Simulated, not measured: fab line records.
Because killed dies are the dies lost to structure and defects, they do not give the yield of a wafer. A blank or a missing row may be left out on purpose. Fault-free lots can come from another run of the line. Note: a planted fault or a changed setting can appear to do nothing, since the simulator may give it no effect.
Which tool did it?    flow gf180mcu    at 1 step of a route of 602, 12 lots with 36 wafers sampled

== WHAT EACH GAUGE READ, for each wafer ==
GF_V1_OVL_MEAS_15.
lot   measured      on          V1_OVL (nm)
L075  day 18 21:32  overlay-01  -1 -2 -3
L077  day 19 15:04  overlay-02  4 1 8
L079  day 20 12:52  overlay-02  -7 1 -4
L081  day 21 03:37  overlay-01  -5 4 0
L084  day 21 22:19  overlay-01  8 7 6
L085  day 22 13:13  overlay-02  -1 -1 -10
L087  day 23 10:42  overlay-01  -8 -1 0
L089  day 24 00:29  overlay-01  4 11 2
L091  day 24 05:10  overlay-02  1 1 2
L094  day 24 23:23  overlay-02  -2 -3 3
L095  day 25 05:58  overlay-02  -4 -2 0
L097  day 25 18:49  overlay-02  -8 0 -2

== WHICH TOOL RAN EACH LOT (tool, then ch and the chambers of the sampled wafers, then the start) ==
The record shows no process step preceding these readings.

== THE ANSWER, worked out from the rows above alone ==
Rule: the usual values come from the lots themselves. Put in order of their means at a reading, lots are off if they are a third of the lots or fewer, leave a main group of 4 or more, and stand apart from it by a gap of 3 or more times the standard deviation of the main group's means; of several such gaps the widest counts. Not used: any main group whose means are identical at the precision the tables above print for the reading. Also off: a lot with no number at a reading for which 4 or more lots have one. Any other lot the step has rows for is counted as sound.
No lot is off at any reading shown: from this, nothing can be told.

== WHAT THE SIMULATOR HAD INSERTED ==
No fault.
